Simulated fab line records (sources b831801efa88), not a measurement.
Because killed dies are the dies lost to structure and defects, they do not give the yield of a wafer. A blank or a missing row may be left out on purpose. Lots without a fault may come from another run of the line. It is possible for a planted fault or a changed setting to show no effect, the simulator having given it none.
Comparing a struck lot with a sound one | flow gf180mcu | 15 out of 602 route steps
Sound: the wafers L841.1, L841.3, L841.4. Struck: wafer L849.4 (left out: L849.5, a lot-mate that was not struck); the cause follows at the end.
Each step with rows lists, per side, the tool, then ch with its chambers, then its first start. Under that, the readings that differ: sound wafers | struck wafers | difference of the means | sigmas: that difference in standard deviations of wafers without a fault.
alike: readings whose means differ by less than 2 such deviations, and words and numbers that are the same on both sides. not compared: withheld readings, readings that some wafer has no value for, bounds like >300 that may hide the same value, and numbers for which the record gives no deviation and whose values overlap.
The two part at a step that has a row with sigmas, a row that says differs or no value, or rows on one side only. When numbers do not overlap yet have no deviation, they are printed without sigmas and do not part them. A reading that every wafer of one side lacks parts them only if that side has two wafers or more.

GF_V2_OVL_MEAS_15:
  sound on overlay-01 at day 23 06:10; struck on overlay-01 at day 26 00:59
  reading     | sound  | struck | difference | sigmas
  V2_OVL (nm) | 6 1 -2 | -11    | -13        | -2
GF_V2_ETCH_16: etches BARC in N2/H2.
  sound on rie_diel-01 ch 0,1,3, day 23 06:12; struck on rie_diel-03 ch 0, day 26 01:00
  alike: drypump_motor_current_A, oes_product_au, throttle_valve_pct
GF_V2_ETCH_17: etches SiO2 in C4F8/O2/Ar, stops on TiN, target depth 630 nm.
  sound on rie_diel-01 ch 0,1,3; struck on rie_diel-03 ch 0
  reading               | sound             | struck | difference | sigmas
  oes_product_au (a.u.) | 0.858 0.861 0.862 | 0.844  | -0.016     | -3
GF_V2_STRIP_18: strips in O2/N2.
  sound on plasma_asher-04 ch 0,1, day 23 06:20; struck on plasma_asher-04 ch 1, day 26 01:10
  alike: drypump_motor_current_A, heater_power_w, o2_flow_sccm, oes_product_au
  not compared: rf_hours_counter_h
then, 5 steps without rows for these wafers: GF_V2_STRIP_19 (strips in post etch residue remover, time 1200 s); GF_V2_CLEAN_20 (cleans in DIW); GF_V2_SPUTTER_21 (material Ti, target thk 15 nm, time 80.02 s); GF_V2_SPUTTER_22 (material TiN, target thk 10 nm, time 40 s); GF_V2_CVD_23 (deposits W, target thk 350 nm, time 104.94 s).
GF_V2_RS_MEAS_24: measurement is done with a four-point probe.
  sound on film_metro-02 at day 23 07:08; struck on film_metro-04 at day 26 01:56
  reading          | sound             | struck | difference | sigmas
  V2_W_RS (ohm/sq) | 0.325 0.326 0.324 | 0.337  | +0.012     | +3
GF_V2_THK_MEAS_25: measures by xrf.
  sound on film_metro-02 at day 23 07:16; struck on film_metro-04 at day 26 02:01
  reading       | sound       | struck | difference | sigmas
  V2_W_THK (nm) | 359 358 359 | 347    | -12        | -3
GF_V2_CMP_26: polishes, stops on SiO2, t overpolish 15 s, target thk 0 nm.
  sound on cmp-02 ch 0,2,3, day 23 07:19; struck on cmp-01 ch 1, day 26 02:03
  alike: motor_current_A, overpolish_run_s, time_to_endpoint_s
GF_M3_SPUTTER_00: material Ti, target thk 37.5 nm, time 150 s.
  sound on pvd_sputter-04 at day 23 07:37; struck on pvd_sputter-02 at day 26 02:21
  reading                               | sound             | struck | difference | sigmas
  model.Ti_of_M3_SPUTTER_00.thk_nm (nm) | 37.43 37.44 37.79 | 33.57  | -3.98      |
  alike: throttle_valve_pct
GF_M3_SPUTTER_01: material TiN, target thk 30 nm, time 25 s.
  sound on pvd_sputter-04 at day 23 07:43; struck on pvd_sputter-02 at day 26 02:27
  alike: throttle_valve_pct
GF_PASSIVATION_PROBE_99:
  the record has rows for the sound wafers here (prober-02, day 31 12:06) and none for the struck ones

## WHERE THEY PART
First at GF_V2_OVL_MEAS_15; last, within this record, at GF_PASSIVATION_PROBE_99.

WHY: what the simulator had put in
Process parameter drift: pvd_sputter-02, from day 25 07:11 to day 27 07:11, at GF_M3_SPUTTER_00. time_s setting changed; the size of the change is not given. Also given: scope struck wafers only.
